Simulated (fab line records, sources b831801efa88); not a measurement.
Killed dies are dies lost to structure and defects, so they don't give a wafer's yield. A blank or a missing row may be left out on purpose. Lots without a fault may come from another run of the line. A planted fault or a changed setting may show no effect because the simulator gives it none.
A struck lot beside a sound one | flow gf180mcu | 14 steps out of a route of 602
Sound: wafers L855.2, L855.4, L855.5. Struck: wafers L869.4, L869.5, L869.6. The cause comes at the end.
At each step with rows: each side's tool, then ch and its chambers, then its first start. Under that, the readings that differ: sound wafers | struck wafers | difference of the means | sigmas: that difference in standard deviations of wafers without a fault.
alike: readings whose means differ by less than 2 such deviations, and words and numbers that are the same on both sides. not compared: withheld readings, readings that some wafer has no value for, bounds like >300 that may hide the same value, and numbers for which the record gives no deviation and whose values overlap.
The two part at a step that has a row with sigmas, a row that says differs or no value, or rows on one side only. Numbers that don't overlap but have no deviation are shown without sigmas and don't part them. A reading that every wafer of one side lacks parts them only if that side has two wafers or more.

first, 1 step without rows for these wafers: GF_V1_CVD_00 (deposits SiO2, target thk 600 nm, time 100 s).
GF_V1_THK_MEAS_01:
  sound on film_metro-04, day 18 05:38; struck on film_metro-03, day 23 10:26
  alike: V1_CVD_00_THK
GF_V1_CVD_02: deposits SiO2 from TEOS, target thk 850 nm, time 94.851 s.
  sound on pecvd-02 ch 0,1, day 18 05:41; struck on pecvd-02 ch 0,2, day 23 10:30
  alike: heater_power_w
  not compared: since_wet_clean_h
GF_V1_THK_MEAS_03:
  sound on film_metro-02, day 18 05:46; struck on film_metro-02, day 23 10:36
  alike: V1_CVD_02_THK
GF_V1_CMP_04: polishes SiO2.
  sound on cmp-01 ch 1,2, day 18 05:49; struck on cmp-02 ch 0,3, day 23 10:38
  alike: motor_current_A, time_to_endpoint_s
GF_V1_BOW_MEAS_05:
  sound on film_metro-04, day 18 06:08; struck on film_metro-02, day 23 10:59
  alike: V1_BOW
then, 6 steps without rows for these wafers: GF_V1_DEHYDRATE_06 (time 60 s); GF_V1_HMDS_07 (prime time 60 s); GF_V1_COAT_08; GF_V1_COAT_09 (resist thk 1000 nm); GF_V1_SOFTBAKE_10 (time 60 s); GF_V1_EXPOSE_11 (exposes mask Via1, target cd 260 nm).
GF_V1_PEB_12: peb time 90 s.
  sound on litho_track-03 ch 0, day 19 05:33; struck on litho_track-02, day 24 08:58
  no value came back on the struck wafers for chill_plate_temp_C (C), exhaust_pa (Pa); on the sound wafers chill_plate_temp_C (C) reads 22.83 23.05 23.07
then, 1 step without rows for these wafers: GF_V1_DEVELOP_13 (develop time 60 s).

WHERE THEY PART
Only at GF_V1_PEB_12, within this record.

WHY: what the simulator had put in
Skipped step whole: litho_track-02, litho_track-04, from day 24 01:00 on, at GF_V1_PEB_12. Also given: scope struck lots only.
